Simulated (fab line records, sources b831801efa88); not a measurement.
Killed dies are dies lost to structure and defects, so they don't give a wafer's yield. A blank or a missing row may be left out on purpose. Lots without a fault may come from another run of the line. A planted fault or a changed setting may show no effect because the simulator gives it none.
Chamber matching | flow sky130 | SKY_CONTACT_CMP_04 on cmp-01: 4 sister chambers
The step polishes SiO2. 24 wafers are shown with their chamber, then 12 later ones without.

WAFERS WITH THEIR CHAMBER
wafer  | chamber | motor_current_A (A) | edge_zone_pressure_frac | time_to_endpoint_s (s)
L074.2 | 2       | 12.7                | 1.001                   | 81
L074.3 | 0       | 11.4                | 1.009                   | 81
L074.4 | 1       | 14.5                | 1.002                   | 81
L076.1 | 1       | 14.5                | 0.996                   | 80
L076.2 | 2       | 12.0                | 0.997                   | 78
L076.3 | 3       | 9.7                 | 1.004                   | 79
L078.1 | 0       | 12.0                | 1.001                   | 83
L078.2 | 3       | 10.1                | 0.991                   | 80
L078.6 | 3       | 10.2                | 0.997                   | 84
L080.1 | 2       | 12.4                | 0.996                   | 77
L080.3 | 1       | 14.7                | 1.004                   | 75
L080.5 | 0       | 11.6                | 1.006                   | 78
L083.4 | 2       | 11.8                | 0.993                   | 84
L083.5 | 1       | 14.3                | 0.995                   | 81
L083.6 | 2       | 12.1                | 0.993                   | 80
L085.2 | 2       | 13.0                | 1.000                   | 80
L085.4 | 3       | 9.5                 | 1.004                   | 80
L085.6 | 3       | 9.8                 | 1.008                   | 83
L086.1 | 2       | 12.7                | 1.001                   | 81
L086.3 | 0       | 11.1                | 1.000                   | 81
L086.4 | 3       | 9.8                 | 1.003                   | 80
L089.1 | 0       | 11.8                | 1.000                   | 85
L089.3 | 3       | 10.1                | 1.011                   | 85
L089.6 | 2       | 12.2                | 1.006                   | 78

SIGNATURES (means of the wafers above)
reading                 | chamber 0 | chamber 1 | chamber 2 | chamber 3 | scatter within a chamber
motor_current_A         | 11.580    | 14.500    | 12.363    | 9.886     | 0.327
edge_zone_pressure_frac | 1.00320   | 0.99925   | 0.99838   | 1.00257   | 0.00517
time_to_endpoint_s      | 81.60     | 79.25     | 79.88     | 81.57     | 2.45
Rule: a wafer's distance from a chamber is the root of the sum, over the readings, of the square of ((its reading less the chamber's mean) divided by the reading's scatter). The wafer belongs to the nearest chamber; if the next one is less than 2 further off, it can't be placed. The scatter: the root of (the sum of the squares of (reading less its chamber's mean) over the shown wafers, divided by (wafers less chambers)).

WAFERS WITHOUT THEIR CHAMBER
wafer  | motor_current_A (A) | edge_zone_pressure_frac | time_to_endpoint_s (s)
L095.1 | 11.9                | 1.001                   | 81
L095.2 | 10.1                | 1.001                   | 77
L095.5 | 14.4                | 0.992                   | 80
L094.3 | 10.2                | 0.996                   | 85
L094.4 | 14.7                | 1.009                   | 85
L094.5 | 12.7                | 1.004                   | 84
L096.1 | 15.1                | 1.010                   | 81
L096.3 | 9.3                 | 1.001                   | 83
L096.4 | 12.3                | 1.000                   | 81
L097.1 | 10.2                | 0.995                   | 85
L097.3 | 10.8                | 0.999                   | 85
L097.4 | 12.4                | 0.998                   | 80

WHICH CHAMBER EACH WENT THROUGH
wafer  | from the rows above     | in truth
L095.1 | can't be placed: 0 or 2 | 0
L095.2 | 3                       | 3
L095.5 | 1                       | 1
L094.3 | 3                       | 3
L094.4 | 1                       | 1
L094.5 | can't be placed: 2 or 0 | 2
L096.1 | 1                       | 1
L096.3 | 3                       | 3
L096.4 | can't be placed: 2 or 0 | 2
L097.1 | 3                       | 3
L097.3 | can't be placed: 0 or 3 | 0
L097.4 | 2                       | 2
Placed correctly: 8 of 12. Can't be placed from these rows: 4 (the true chamber is among the candidates in 4). Placed wrongly: 0.
